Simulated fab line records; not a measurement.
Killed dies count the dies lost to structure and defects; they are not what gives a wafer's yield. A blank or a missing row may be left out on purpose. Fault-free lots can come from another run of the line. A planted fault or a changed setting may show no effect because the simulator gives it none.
Chamber matching    flow gf180mcu    GF_V4_CVD_02 on pecvd-03: 3 sister chambers
The step deposits SiO2 from TEOS, target thk 850 nm, time 94.851 s. 3 wafers are shown with their chamber, then 10 later ones without.

== EACH WAFER AND ITS CHAMBER ==
wafer   chamber  heaterPowerW (W)
L085.5  2        546
L087.1  0        789
L087.4  1        411

== WAFERS WITH NO CHAMBER GIVEN ==
wafer   heaterPowerW (W)
L087.5  802
L090.1  604
L090.2  488
L090.3  799
L092.1  492
L092.3  558
L092.4  499
L096.3  786
L096.5  800
L096.6  499

== WHICH CHAMBER EACH ONE RAN IN ==
wafer   from the rows above      in truth
L087.5  0                        0
L090.1  2                        2
L090.2  can't be placed: 2 or 1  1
L090.3  0                        0
L092.1  can't be placed: 2 or 1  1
L092.3  2                        2
L092.4  can't be placed: 2 or 1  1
L096.3  0                        0
L096.5  0                        0
L096.6  can't be placed: 2 or 1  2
Placed correctly: 6 of 10. Can't be placed from these rows: 4 (the true chamber is among the candidates in 4). 0 placed wrongly.
How it was worked out, from the rows above alone: a wafer's distance from a chamber is the root of the sum, over the readings, of the square of ((its reading less the chamber's mean) divided by the reading's scatter). If the next closest chamber is less than 2 further off than the closest, the wafer can't be placed; otherwise it belongs to the closest. For every chamber, the mean is computed from those of its wafers that are shown. The scatter: with one shown wafer a chamber, the root of the mean of the squares of how far each hidden wafer lies from its nearest shown one.
